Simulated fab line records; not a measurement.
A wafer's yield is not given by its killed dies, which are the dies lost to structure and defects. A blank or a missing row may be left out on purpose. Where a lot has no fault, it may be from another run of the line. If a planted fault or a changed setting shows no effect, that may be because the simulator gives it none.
Chamber matching | flow gf180mcu | GF_SAB_ETCH_11 on rie diel-02: 4 sister chambers
The step etches SiO2 in C4F8/O2/Ar, target depth 55 nm, time 8.5 s. 8 wafers are shown with their chamber, then 8 later ones without.

== WAFERS WITH THEIR CHAMBER ==
wafer  | chamber | oes product au (a.u.) | chamber pressure mTorr (mTorr)
L310.4 | 3       | 0.987                 | 39.96
L310.6 | 2       | 1.004                 | 40.03
L313.2 | 3       | 0.983                 | 40.00
L313.3 | 0       | 0.983                 | 39.99
L318.2 | 2       | 0.998                 | 39.98
L318.3 | 0       | 0.996                 | 39.97
L318.6 | 1       | 1.002                 | 40.01
L319.1 | 1       | 1.010                 | 40.06

== WAFERS WITHOUT THEIR CHAMBER ==
wafer  | oes product au (a.u.) | chamber pressure mTorr (mTorr)
L319.3 | 0.996                 | 39.98
L319.6 | 0.993                 | 40.00
L321.2 | 1.010                 | 40.00
L321.3 | 0.987                 | 40.02
L321.4 | 1.013                 | 40.00
L325.2 | 1.000                 | 39.99
L325.3 | 1.005                 | 39.97
L325.4 | 0.989                 | 40.05

== CHAMBER TAKEN BY EACH ==
wafer  | from the rows above               | in truth
L319.3 | can't be placed: 0 or 2 or 3 or 1 | 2
L319.6 | can't be placed: 0 or 2 or 3 or 1 | 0
L321.2 | can't be placed: 1 or 2           | 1
L321.3 | can't be placed: 3 or 0 or 2 or 1 | 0
L321.4 | can't be placed: 1 or 2           | 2
L325.2 | can't be placed: 2 or 0 or 1      | 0
L325.3 | can't be placed: 2 or 1 or 0      | 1
L325.4 | can't be placed: 0 or 3 or 2 or 1 | 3
Correctly placed: 0 of 8. Cannot be placed on the basis of these rows: 8; the candidates contain the true chamber in 8. 0 placed wrongly.
How it was worked out, from the rows above alone: a wafer's distance from a chamber is the root of the sum, over the readings, of the square of ((its reading less the chamber's mean) divided by the reading's scatter). If the next closest chamber is less than 2 further off than the closest, the wafer can't be placed; otherwise it belongs to the closest. For every chamber, the mean is computed from those of its wafers that are shown. The scatter is the square root of a quotient: the sum, over the shown wafers, of each reading's squared deviation from its chamber's mean, divided by wafers minus chambers.
